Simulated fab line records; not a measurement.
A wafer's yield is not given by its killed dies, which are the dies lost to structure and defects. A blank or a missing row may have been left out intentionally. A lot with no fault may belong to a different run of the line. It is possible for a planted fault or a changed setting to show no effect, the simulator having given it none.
Problem report, 8D (eight disciplines) form, completed by code || flow sky130 || the parts of the form that need people (team, actions taken, sign-off) are left out

1. WHAT IS WRONG
Wafers without a fault read 300.1 s, standard deviation 0.35; run_length_s at SKY_VIA3_HDPCVD_00 reads a mean of 289.4 s on 6 wafers belonging to 2 lots. That is -31 standard deviations from the usual mean.
The step: deposits SiO2, target thk 1635 nm, time 272.5 s.
First seen on wafer L752.1, day 41 07:12, on hdpcvd-01. At this step, 42 wafers from 14 lots have a number in the record. Rule for "out" (also "out of limits"): further than 4 standard deviations from the usual mean. The rest of the wafers with a number are treated as sound.

2. WHAT IT IS; WHAT IT IS NOT
{"question": "which readings at this step", "is": "run_length_s", "is not": "-"}
{"question": "which lots", "is": "L752, L753", "is not": "L746, L747, L749, L751, L757, L761, L763, L765, L766, L767, L768, L769"}
{"question": "which wafers of those lots", "is": "all that have a number", "is not": "-"}
{"question": "read on which tools", "is": "hdpcvd-01", "is not": "hdpcvd-02"}
{"question": "when", "is": "from day 41 07:12", "is not": "up to then (12 sound wafers); but 24 sound wafers of L757, L761, L763, L765, L766, L767, L768, L769 came after"}

3. THE SUSPECTS, EACH WITH WHAT RULES IT OUT
Counting: any tool at a process step up to the reading is kept as a suspect provided that every lot that is out went through it and no sound lot did after the first of them.
- hdpcvd-01 at SKY_VIA3_HDPCVD_00 (deposits SiO2, target thk 1635 nm, time 272.5 s): ruled out as a lasting fault. Following L752 (day 41 07:12), the first lot on it that is out, the sound lots L765, L767 were run on it.
Left after counting: nothing in the record.

4. THE CAUSE (what the simulator had put in)
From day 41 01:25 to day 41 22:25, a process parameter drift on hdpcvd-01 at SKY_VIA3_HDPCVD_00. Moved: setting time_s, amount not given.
Counting ruled it out, wrongly.

5. THE EFFECT CHAIN, in route order
Each row: a reading where the mean over the struck wafers with a number is more than 3 standard deviations away from the usual. Scope: only readings with a usual standard deviation given in the record; hours: median across lots of the time from each lot's start at the first step in this table that gives one to its start at this step; sigmas: change in usual standard deviations.
{"hours": 0, "step": "SKY_VIA3_HDPCVD_00", "reading": "run_length_s", "usual": "300.1 s", "on struck wafers": 289.4, "change": -10.7, "sigmas": -31}
It contains these process steps:
- SKY_VIA3_HDPCVD_00: deposits SiO2, target thk 1635 nm, time 272.5 s.
Later measuring or inspecting steps at which every struck wafer that the step has a row for has a number for every such reading, and none has moved that far: SKY_VIA3_THK_MEAS_01.

6. HOW IT WOULD HAVE BEEN CAUGHT EARLIER
First out-of-limits reading in this record: day 41 07:12, which is 6 hours after fault onset at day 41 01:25.
